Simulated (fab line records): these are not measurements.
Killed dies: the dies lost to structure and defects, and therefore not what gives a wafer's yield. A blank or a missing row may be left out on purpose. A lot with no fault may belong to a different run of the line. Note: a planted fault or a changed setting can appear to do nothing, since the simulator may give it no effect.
Check for tools in common + flow sky130 + Lots sampled 12, wafers sampled 36

## REASON IT WAS OPENED
2 of 12 lots carry a flag on the reading RES_XHIGH_RS at SKY_SD_N_RS_MEAS_18. Wafers without a fault read 332.9 ohm/sq, standard deviation 1.5.
Rule: a lot is flagged when every wafer of it that has a number lies more than 4 standard deviations from that mean, or none has a number. The other lots count as sound.

| lot  | measured     | on            | RES_XHIGH_RS (ohm/sq), wafer by wafer | flag    |
|------|--------------|---------------|---------------------------------------|---------|
| L639 | day 27 15:55 | film metro-04 | 332.2 331.7 330.8                     |         |
| L642 | day 28 22:16 | film metro-03 | 334.7 334.6 334.7                     |         |
| L647 | day 30 20:15 | film metro-04 | 334.0 334.6 334.4                     |         |
| L648 | day 31 07:53 | film metro-03 | 331.0 331.2 329.9                     |         |
| L649 | day 31 14:41 | film metro-04 | 331.4 333.0 332.7                     |         |
| L650 | day 32 00:36 | film metro-03 | 317.9 316.7 316.2                     | FLAGGED |
| L651 | day 32 00:57 | film metro-02 | 333.4 335.0 335.9                     |         |
| L653 | day 32 16:18 | film metro-04 | 318.1 317.9 318.1                     | FLAGGED |
| L654 | day 33 02:04 | film metro-03 | 332.8 331.5 331.1                     |         |
| L657 | day 33 15:43 | film metro-02 | 335.9 335.4 334.8                     |         |
| L661 | day 35 01:59 | film metro-04 | 332.2 332.5 331.5                     |         |
| L662 | day 35 08:29 | film metro-03 | 332.5 330.9 331.8                     |         |
The mean of the flagged lots' numbers is 317.5 ohm/sq, -15.4 ohm/sq from the usual (-10 standard deviations).

## LOT BY LOT: THE TOOL USED
Before the reading, the record contains 3 process steps out of a 708-step route. In each cell: the tool, then ch and the chambers that the sampled wafers went through, then the start.
| lot  | flag    | SKY_POLY_CUT_STRIP_12                | SKY_RES_XHIGH_IMPLANT_07        | SKY_SD_N_RTA_14                  |
|------|---------|--------------------------------------|---------------------------------|----------------------------------|
| L639 |         | plasma asher-01 ch 0,1, day 23 23:35 | implanter-02 ch 0, day 26 10:38 | rtp anneal-01 ch 0, day 27 15:29 |
| L642 |         | plasma asher-01 ch 0,1, day 25 08:37 | implanter-02 ch 0, day 27 16:48 | rtp anneal-02 ch 0, day 28 21:51 |
| L647 |         | plasma asher-04 ch 0,1, day 27 06:37 | implanter-02 ch 0, day 29 15:22 | rtp anneal-01 ch 0, day 30 19:47 |
| L648 |         | plasma asher-04 ch 0,1, day 27 18:46 | implanter-03 ch 0, day 30 02:39 | rtp anneal-02 ch 0, day 31 07:28 |
| L649 |         | plasma asher-01 ch 0,1, day 28 01:29 | implanter-03 ch 0, day 30 10:03 | rtp anneal-01 ch 0, day 31 14:14 |
| L650 | FLAGGED | plasma asher-01 ch 0,1, day 28 10:16 | implanter-03 ch 0, day 30 19:35 | rtp anneal-02 ch 0, day 32 00:08 |
| L651 |         | plasma asher-04 ch 0, day 28 10:37   | implanter-02 ch 0, day 30 19:37 | rtp anneal-01 ch 0, day 32 00:32 |
| L653 | FLAGGED | plasma asher-02 ch 0,1, day 29 03:49 | implanter-03 ch 0, day 31 12:02 | rtp anneal-02 ch 0, day 32 15:53 |
| L654 |         | plasma asher-01 ch 0,1, day 29 13:46 | implanter-02 ch 0, day 31 22:04 | rtp anneal-01 ch 0, day 33 01:38 |
| L657 |         | plasma asher-04 ch 0,1, day 30 04:56 | implanter-01 ch 0, day 32 11:18 | rtp anneal-01 ch 0, day 33 15:16 |
| L661 |         | plasma asher-02 ch 0, day 31 17:10   | implanter-03 ch 0, day 33 23:11 | rtp anneal-01 ch 0, day 35 01:33 |
| L662 |         | plasma asher-02 ch 0, day 31 23:49   | implanter-02 ch 0, day 34 05:26 | rtp anneal-02 ch 0, day 35 08:03 |
What these steps do:
- SKY_POLY_CUT_STRIP_12: strips in O2/N2.
- SKY_RES_XHIGH_IMPLANT_07
- SKY_SD_N_RTA_14: time 2 s.
- SKY_SD_N_RS_MEAS_18: measures by four-point-probe.

## FLAGGED OVER TOTAL, TOOL BY TOOL (the gauges that took the reading come last)
| step                     | tool            | lots run | flagged | share of the flagged lots | sound lots run after its first flagged lot |
|--------------------------|-----------------|----------|---------|---------------------------|--------------------------------------------|
| SKY_POLY_CUT_STRIP_12    | plasma asher-01 | 5        | 1       | some                      | 1 (L654)                                   |
| SKY_POLY_CUT_STRIP_12    | plasma asher-02 | 3        | 1       | some                      | 2 (L661,L662)                              |
| SKY_POLY_CUT_STRIP_12    | plasma asher-04 | 4        | 0       | none                      | -                                          |
| SKY_RES_XHIGH_IMPLANT_07 | implanter-01    | 1        | 0       | none                      | -                                          |
| SKY_RES_XHIGH_IMPLANT_07 | implanter-02    | 6        | 0       | none                      | -                                          |
| SKY_RES_XHIGH_IMPLANT_07 | implanter-03    | 5        | 2       | all                       | 1 (L661)                                   |
| SKY_SD_N_RTA_14          | rtp anneal-01   | 7        | 0       | none                      | -                                          |
| SKY_SD_N_RTA_14          | rtp anneal-02   | 5        | 2       | all                       | 1 (L662)                                   |
| SKY_SD_N_RS_MEAS_18      | film metro-02   | 2        | 0       | none                      | -                                          |
| SKY_SD_N_RS_MEAS_18      | film metro-03   | 5        | 1       | some                      | 2 (L654,L662)                              |
| SKY_SD_N_RS_MEAS_18      | film metro-04   | 5        | 1       | some                      | 1 (L661)                                   |

## WHAT THE TABLE ALLOWS
2 rows of the table ran every flagged lot: implanter-03 at SKY_RES_XHIGH_IMPLANT_07, rtp anneal-02 at SKY_SD_N_RTA_14.
- implanter-03 at SKY_RES_XHIGH_IMPLANT_07 ran 5 lots, 2 of them flagged. Sound lots ran on it after the first flagged one (L661), which a lasting fault on the whole tool wouldn't allow. Its own readings (dose ions cm2) fall more than 4 standard deviations out on all wafers of the flagged lots.
- rtp anneal-02 at SKY_SD_N_RTA_14 ran 5 lots, 2 of them flagged. Sound lots ran on it after the first flagged one (L662), which a lasting fault on the whole tool wouldn't allow.
There is no row in the table that ran each flagged lot and no sound lot after the first.

## WHAT WAS PUT IN BY THE SIMULATOR
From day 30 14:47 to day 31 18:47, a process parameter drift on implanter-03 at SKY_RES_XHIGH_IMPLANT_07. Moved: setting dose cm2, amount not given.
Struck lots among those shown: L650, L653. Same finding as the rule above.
